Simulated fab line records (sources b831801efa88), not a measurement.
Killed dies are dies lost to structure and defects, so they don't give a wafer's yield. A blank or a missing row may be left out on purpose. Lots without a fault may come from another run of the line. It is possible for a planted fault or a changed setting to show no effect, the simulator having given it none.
The tool behind it: which one? / flow gf180mcu / Sampling: 6 lots, 18 wafers, 3 of 602 route steps

## WHAT THE GAUGES SHOWED, per wafer
GF_PSD_RS_MEAS_14: a four-point-probe measurement.
lot=L987; measured=day 16 01:47; on=film metro-04; NSD_RS (ohm/sq)=48.35 48.36 48.34
lot=L989; measured=day 16 19:13; on=film metro-01; NSD_RS (ohm/sq)=45.97 46.17 46.24
lot=L998; measured=day 19 23:29; on=film metro-01; NSD_RS (ohm/sq)=46.10 46.04 46.21
lot=L100; measured=day 20 18:07; on=film metro-04; NSD_RS (ohm/sq)=46.06 46.08 46.10
lot=L103; measured=day 21 15:05; on=film metro-02; NSD_RS (ohm/sq)=45.97 46.04 46.02
lot=L105; measured=day 22 04:08; on=film metro-02; NSD_RS (ohm/sq)=46.01 46.02 45.99

## TOOL THAT RAN EACH LOT (tool first, then ch and the chambers of the sampled wafers, then the start)
lot=L987; GF_NSD_IMPLANT_09=implanter-01 ch 0, day 15 03:20; GF_NSD_STRIP_11=plasma asher-04 ch 0,1, day 15 03:36
lot=L989; GF_NSD_IMPLANT_09=implanter-04 ch 0, day 15 20:10; GF_NSD_STRIP_11=plasma asher-04 ch 0,1, day 15 20:28
lot=L998; GF_NSD_IMPLANT_09=implanter-01 ch 0, day 18 22:22; GF_NSD_STRIP_11=plasma asher-03 ch 0,1, day 18 22:38
lot=L100; GF_NSD_IMPLANT_09=implanter-04 ch 0, day 19 17:27; GF_NSD_STRIP_11=plasma asher-04 ch 0,1, day 19 17:43
lot=L103; GF_NSD_IMPLANT_09=implanter-01 ch 0, day 20 13:42; GF_NSD_STRIP_11=plasma asher-03 ch 0,1, day 20 13:59
lot=L105; GF_NSD_IMPLANT_09=implanter-03 ch 0, day 21 03:26; GF_NSD_STRIP_11=plasma asher-03 ch 0,1, day 21 03:42
- GF_NSD_IMPLANT_09
- GF_NSD_STRIP_11: strips in O2/N2.

## THE ANSWER, worked out from the rows above alone
Rule: the lots themselves supply what counts as usual. Put in order of their means at a reading, lots are off if they are a third of the lots or fewer, leave a main group of 4 or more, and stand apart from it by a gap of 3 or more times the standard deviation of the main group's means; of several such gaps the widest counts. If all means in a main group match to the digits the tables above print for the reading, that group is not used. A lot without any number at a reading at which 4 lots or more have one is off too. All remaining lots with rows at the step are treated as sound.
Off: L987, at GF_PSD_RS_MEAS_14 (NSD_RS). Main group: mean 46.07 ohm/sq, sd 0.051.
A tool fits if, at a process step before that reading, it ran every lot that is off, and no sound lot after the first of them. The gauges at GF_PSD_RS_MEAS_14 are tried like those tools. Not one of the candidates tried fits.

## WHAT THE SIMULATOR HAD PUT IN
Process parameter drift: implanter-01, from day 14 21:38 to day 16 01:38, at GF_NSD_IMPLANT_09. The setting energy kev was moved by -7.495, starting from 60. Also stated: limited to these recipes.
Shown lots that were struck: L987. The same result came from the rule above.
